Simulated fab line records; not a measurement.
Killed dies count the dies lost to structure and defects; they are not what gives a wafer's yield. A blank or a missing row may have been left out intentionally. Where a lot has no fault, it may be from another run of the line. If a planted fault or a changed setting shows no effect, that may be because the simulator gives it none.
The tool behind it: which one? + flow sky130 + Sampling: 11 lots, 33 wafers, 2 of 708 route steps

== WHAT THE GAUGES SHOWED, per wafer ==
SKY_METAL1_RS_MEAS_05: uses a four-point probe to measure.
| lot  | measured     | on            | METAL1_ALCU_RS (ohm/sq) |
|------|--------------|---------------|-------------------------|
| L612 | day 31 23:28 | film metro-03 | 0.1251 0.1255 0.1245    |
| L616 | day 33 08:59 | film metro-04 | 0.1255 0.1255 0.1266    |
| L617 | day 33 21:28 | film metro-03 | 0.1263 0.1275 0.1255    |
| L619 | day 34 10:17 | film metro-03 | 0.1280 0.1272 0.1276    |
| L620 | day 34 12:43 | film metro-04 | 0.1273 0.1281 0.1276    |
| L621 | day 35 02:44 | film metro-02 | 0.1284 0.1295 0.1282    |
| L623 | day 35 08:53 | film metro-02 | 0.1286 0.1268 0.1271    |
| L624 | day 35 23:30 | film metro-04 | 0.1292 0.1290 0.1289    |
| L625 | day 36 01:16 | film metro-03 | 0.1281 0.1283 0.1285    |
| L627 | day 37 02:57 | film metro-04 | 0.1303 0.1306 0.1295    |
| L634 | day 39 04:52 | film metro-02 | 0.1273 0.1269 0.1277    |

== TOOL THAT RAN EACH LOT (tool first, then ch and the chambers of the sampled wafers, then the start) ==
| lot  | SKY_CONTACT_ETCH_18                           |
|------|-----------------------------------------------|
| L612 | rie diel-04 ch 0,1,2, day 31 23:28 or earlier |
| L616 | rie diel-02 ch 0,3, day 33 08:59 or earlier   |
| L617 | rie diel-02 ch 0,1, day 33 21:28 or earlier   |
| L619 | rie diel-02 ch 0,3, day 34 10:17 or earlier   |
| L620 | rie diel-04 ch 0,1,3, day 34 12:43 or earlier |
| L621 | rie diel-02 ch 0,1,2, day 35 02:44 or earlier |
| L623 | rie diel-04 ch 0,1,2, day 35 08:53 or earlier |
| L624 | rie diel-02 ch 0,2,3, day 35 23:30 or earlier |
| L625 | rie diel-02 ch 1,2,3, day 36 01:16 or earlier |
| L627 | rie diel-03 ch 0,1, day 37 02:57 or earlier   |
| L634 | rie diel-03 ch 1,2, day 39 04:52 or earlier   |
- SKY_CONTACT_ETCH_18: etches Si3N4 in CHF3/O2, stops on TiN, time 39 s, target depth 75 nm.

== THE ANSWER, worked out from the rows above alone ==
Rule: what is usual is taken from the lots themselves. Put in order of their means at a reading, lots are off if they are a third of the lots or fewer, leave a main group of 4 or more, and stand apart from it by a gap of 3 or more times the standard deviation of the main group's means; of several such gaps the widest counts. If all means in a main group match to the digits the tables above print for the reading, that group is not used. Also off: a lot with no number at a reading for which 4 or more lots have one. All remaining lots with rows at the step are treated as sound.
Nothing can be told from this: no lot is off at any reading shown.

== WHAT WAS PUT IN BY THE SIMULATOR ==
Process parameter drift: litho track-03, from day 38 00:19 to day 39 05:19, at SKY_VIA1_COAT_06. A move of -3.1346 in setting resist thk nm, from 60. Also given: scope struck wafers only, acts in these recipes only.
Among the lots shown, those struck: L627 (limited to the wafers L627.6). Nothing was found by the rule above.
